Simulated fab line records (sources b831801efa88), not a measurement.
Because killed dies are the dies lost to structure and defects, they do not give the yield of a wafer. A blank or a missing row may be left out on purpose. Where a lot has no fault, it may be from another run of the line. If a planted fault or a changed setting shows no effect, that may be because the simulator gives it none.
A single fault, viewed from 2 desks / flow sky130 / numbers are kept per desk, each desk with only its own; the story behind them comes last

## THE TOOL OWNER'S DESK: litho track-04
The tool's own readings at SKY_SD_N_DEVELOP_06 (develop time 60 s): means of the sampled wafers that have a number, for each lot that ran on this tool. Any lot whose mean is over 4 standard deviations away from the usual mean is out of limits and marked OUT; that distance is given in the brackets.
Columns: A = exhaust pa at SKY_SD_N_DEVELOP_06, usual 44.9 Pa
lot=L745; first seen here=day 28 06:08; A=45.2
lot=L752; first seen here=day 30 19:22; A=44.8
lot=L753; first seen here=day 30 21:47; A=44.6
lot=L761; first seen here=day 33 19:31; A=45.0
This desk's finding: nothing out of limits on any of the 4 lots.

## METROLOGY DESK
What the gauges read for every lot (on any tool): the sampled wafers with a number, averaged. Any lot whose mean is over 4 standard deviations away from the usual mean is out of limits and marked OUT; that distance is given in the brackets.
Columns: A = SD_P_OVL at SKY_SD_P_OVL_MEAS_08, usual -0.2 nm; B = RES_XHIGH_TW at SKY_RES_XHIGH_TW_MEAS_09, usual 1628; C = cd nm at SKY_SD_N_CD_MEAS_07, usual 380.5 nm; D = LI_CONTACT_BOW at SKY_LI_CONTACT_BOW_MEAS_03, usual 54 um
lot=L744; first seen here=day 25 01:26; A=-0.3; B=1623; C=377.7; D=57
lot=L745; first seen here=day 25 20:20; A=-0.2; B=1595; C=382.7; D=45
lot=L746; first seen here=day 26 13:41; A=2.0; B=1656; C=381.6; D=49
lot=L747; first seen here=day 26 18:49; A=-1.4; B=1608; C=381.6; D=57
lot=L749; first seen here=day 27 10:38; A=-3.3; B=1627; C=381.5; D=64
lot=L750; first seen here=day 27 22:08; A=-0.4; B=1622; C=383.4; D=57
lot=L751; first seen here=day 28 05:24; A=1.5; B=1660; C=376.5; D=51
lot=L752; first seen here=day 28 12:53; A=0.1; B=1610; C=380.1; D=59
lot=L753; first seen here=day 28 16:02; A=-0.8; B=1659; C=380.0; D=50
lot=L761; first seen here=day 31 14:47; A=0.4; B=1646; C=303.1 (-35) OUT; D=64
lot=L763; first seen here=day 32 19:38; A=-1.6; B=1614; C=379.4; D=47
lot=L765; first seen here=day 32 23:02; A=1.8; B=1601; C=382.6; D=59
lot=L767; first seen here=day 33 12:35; A=0.0; B=1604; C=383.5; D=57
This desk's verdict: out of limits on L761, starting with L761 at day 33 19:40 (cd nm at SKY_SD_N_CD_MEAS_07). L744, L745, L746, L747, L749, L750, L751, L752, L753, L763, L765, L767 stayed within limits.

## ALL TOGETHER
On L761, the metrology desk was in a position to raise an alarm at day 33 19:40.
The desk of the tool owner found nothing out of limits.
The tool owner's desk has L761 on record, within its limits.
Every lot named ran SKY_SD_N_DEVELOP_06 on litho track-04.

## WHAT THE SIMULATOR HAD PUT IN
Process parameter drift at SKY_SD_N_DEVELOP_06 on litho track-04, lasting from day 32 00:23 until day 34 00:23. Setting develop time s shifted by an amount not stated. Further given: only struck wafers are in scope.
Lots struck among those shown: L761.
Hours from the fault's start to each desk's first reading out of limits: the metrology desk, 43.
